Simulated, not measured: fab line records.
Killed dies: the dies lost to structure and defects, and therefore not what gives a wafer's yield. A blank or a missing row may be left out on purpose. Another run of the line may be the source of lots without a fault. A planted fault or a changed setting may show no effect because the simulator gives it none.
Chamber matching :: flow gf180mcu :: GF_V2_ETCH_16 on rie diel-03: 4 sister chambers
The step etches BARC in N2/H2. 14 wafers are shown with their chamber, then 7 later ones without.

== EACH WAFER AND ITS CHAMBER ==
wafer: L982.1
chamber: 0
throttle valve pct (%): 13.242
oes product au (a.u.): 0.846

wafer: L982.2
chamber: 1
throttle valve pct (%): 13.217
oes product au (a.u.): 0.847

wafer: L982.6
chamber: 1
throttle valve pct (%): 13.213
oes product au (a.u.): 0.852

wafer: L984.1
chamber: 1
throttle valve pct (%): 13.235
oes product au (a.u.): 0.851

wafer: L984.5
chamber: 2
throttle valve pct (%): 13.239
oes product au (a.u.): 0.855

wafer: L984.6
chamber: 1
throttle valve pct (%): 13.221
oes product au (a.u.): 0.851

wafer: L996.3
chamber: 1
throttle valve pct (%): 13.243
oes product au (a.u.): 0.866

wafer: L996.4
chamber: 2
throttle valve pct (%): 13.216
oes product au (a.u.): 0.842

wafer: L996.5
chamber: 1
throttle valve pct (%): 13.223
oes product au (a.u.): 0.864

wafer: L998.3
chamber: 1
throttle valve pct (%): 13.210
oes product au (a.u.): 0.849

wafer: L998.4
chamber: 2
throttle valve pct (%): 13.224
oes product au (a.u.): 0.848

wafer: L998.5
chamber: 3
throttle valve pct (%): 13.233
oes product au (a.u.): 0.860

wafer: L999.1
chamber: 2
throttle valve pct (%): 13.234
oes product au (a.u.): 0.851

wafer: L999.5
chamber: 3
throttle valve pct (%): 13.221
oes product au (a.u.): 0.847

SIGNATURES (means of the wafers above)
reading: throttle valve pct
chamber 0: 13.24200
chamber 1: 13.22314
chamber 2: 13.22825
chamber 3: 13.22700
scatter within a chamber: 0.0111

reading: oes product au
chamber 0: 0.84600
chamber 1: 0.85429
chamber 2: 0.84900
chamber 3: 0.85350
scatter within a chamber: 0.00717
Rule: distance of a wafer from a chamber = root of the sum over the readings of ((wafer's reading minus chamber's mean) / reading's scatter) squared. If the next closest chamber is less than 2 further off than the closest, the wafer can't be placed; otherwise it belongs to the closest. How the scatter is found: for the shown wafers, subtract from each reading the mean of its chamber, square and add these, divide the total by (wafers less chambers), then take the root.

== WAFERS WITH NO CHAMBER GIVEN ==
wafer: L999.6
throttle valve pct (%): 13.226
oes product au (a.u.): 0.855

wafer: L101.2
throttle valve pct (%): 13.217
oes product au (a.u.): 0.853

wafer: L101.3
throttle valve pct (%): 13.227
oes product au (a.u.): 0.853

wafer: L101.4
throttle valve pct (%): 13.222
oes product au (a.u.): 0.857

wafer: L104.2
throttle valve pct (%): 13.230
oes product au (a.u.): 0.855

wafer: L104.4
throttle valve pct (%): 13.217
oes product au (a.u.): 0.857

wafer: L104.5
throttle valve pct (%): 13.234
oes product au (a.u.): 0.855

== CHAMBER TAKEN BY EACH ==
wafer: L999.6
from the rows above: can't be placed: 3 or 1 or 2 or 0
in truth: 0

wafer: L101.2
from the rows above: can't be placed: 1 or 3 or 2 or 0
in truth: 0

wafer: L101.3
from the rows above: can't be placed: 3 or 1 or 2 or 0
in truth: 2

wafer: L101.4
from the rows above: can't be placed: 1 or 3 or 2 or 0
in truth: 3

wafer: L104.2
from the rows above: can't be placed: 3 or 1 or 2 or 0
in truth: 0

wafer: L104.4
from the rows above: can't be placed: 1 or 3 or 2
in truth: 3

wafer: L104.5
from the rows above: can't be placed: 3 or 1 or 2 or 0
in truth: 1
Placed correctly: 0 of 7. These rows do not allow placing 7 (true chamber among the candidates in 7). Placed wrongly: 0.
